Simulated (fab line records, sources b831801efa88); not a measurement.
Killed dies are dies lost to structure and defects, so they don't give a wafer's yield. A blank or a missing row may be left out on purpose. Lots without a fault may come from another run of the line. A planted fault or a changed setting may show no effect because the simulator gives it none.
Problem report in the 8D (eight disciplines) form, filled by code | flow gf180mcu | the parts of the form that need people (team, actions taken, sign-off) are left out

1. THE PROBLEM
STI_CVD_03_THK at GF_STI_THK_MEAS_04 reads a mean of 238.6 nm on 3 wafers of 1 lot; wafers without a fault read 207.6 nm with a standard deviation of 2.1. That is +15 standard deviations from the usual mean.
First seen on wafer L962.2, day 4 06:34, on film_metro-01. The record holds 33 wafers of 11 lots with a number at this step. Rule for "out", or "out of limits": more than 4 standard deviations from the usual mean. The other wafers with a number count as sound.

2. WHAT IT IS AND WHAT IT IS NOT
question                    | is                     | is not
which readings at this step | STI_CVD_03_THK         | -
which lots                  | L962                   | L949, L950, L951, L952, L953, L954, L955, L957, L970, L972
which wafers of those lots  | all that have a number | -
read on which gauges        | film_metro-01          | film_metro-02, film_metro-03
when                        | from day 4 06:34       | up to then (24 sound wafers); but 6 sound wafers of L970, L972 came after

3. SUSPECTS, AND WHAT RULES EACH OUT
Counting: a tool at a process step up to the reading stays a suspect if it ran every lot that is out and no sound lot after the first of them.
- the gauge at GF_STI_THK_MEAS_04: ruled out. All the wafers that are out were read on film_metro-01, but those of them that GF_STI_CVD_03 has rows for are out there too, on other tools.
- lpcvd-02 at GF_STI_CVD_03 (deposits Si3N4 from DCS/NH3, target thk 207.16 nm, time 3551 s): kept. It ran the lot that is out, L962 (day 4 04:34), and no sound lot after that; its last sound lot up to then is L957 (day 3 03:49). Its own readings are out on those wafers: spike_tc_bottom_C, spike_tc_centre_C, spike_tc_lower_C, spike_tc_upper_C, susceptor_temp_C.
Left after counting: lpcvd-02 at GF_STI_CVD_03.

4. THE CAUSE (what the simulator had put in)
Process parameter drift: lpcvd-02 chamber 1, from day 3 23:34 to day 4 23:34, at GF_STI_CVD_03. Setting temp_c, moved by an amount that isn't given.
Counting left only this tool.

5. THE CHAIN OF EFFECTS, in route order
Each row: a reading whose mean over the struck wafers that have a number lies more than 3 standard deviations from the usual. Only readings for which the record gives a usual standard deviation are gone through. hours: the time from each lot's start at the first step in this table that gives one to its start at this step, as a median over the lots. sigmas: the change in usual standard deviations.
hours | step               | reading           | usual      | on struck wafers | change | sigmas
0     | GF_STI_CVD_03      | spike_tc_bottom_C | 789.7 C    | 802.5            | +12.8  | +4.3
0     | GF_STI_CVD_03      | spike_tc_centre_C | 770.0 C    | 776.9            | +6.9   | +5.7
0     | GF_STI_CVD_03      | spike_tc_lower_C  | 770.6 C    | 776.8            | +6.2   | +5.6
0     | GF_STI_CVD_03      | spike_tc_upper_C  | 770.9 C    | 778.8            | +7.9   | +6.6
0     | GF_STI_CVD_03      | susceptor_temp_C  | 770.0 C    | 777.6            | +7.6   | +24
2     | GF_STI_THK_MEAS_04 | STI_CVD_03_THK    | 207.6 nm   | 238.6            | +31.0  | +15
16    | GF_STI_ETCH_13     | oes_product_au    | 0.833 a.u. | 0.902            | +0.069 | +11
The process steps in it:
- GF_STI_CVD_03: deposits Si3N4 from DCS/NH3, target thk 207.16 nm, time 3551 s.
- GF_STI_ETCH_13: etches the open film in CHF3/O2, stops on Si, target depth 282.31 nm, time 112.9 s.
Later measuring or inspecting steps at which every struck wafer that the step has a row for has a number for every such reading, and none has moved that far: GF_V4_THK_MEAS_03.

6. WHAT WOULD HAVE CAUGHT IT SOONER
In this record the first reading out of limits at a measuring or inspecting step was taken at day 4 06:34, 7 hours after the fault began at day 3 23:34.
The tool's own readings at GF_STI_CVD_03 were out on every struck wafer that the step has a row for (spike_tc_bottom_C, spike_tc_centre_C, spike_tc_lower_C, spike_tc_upper_C, susceptor_temp_C): an alarm limit on them would have fired on the first of those.
All the lots that are out (1) had begun GF_STI_CVD_03 on lpcvd-02 by day 4 06:34. A hold on the tool at that time would have spared none of them.
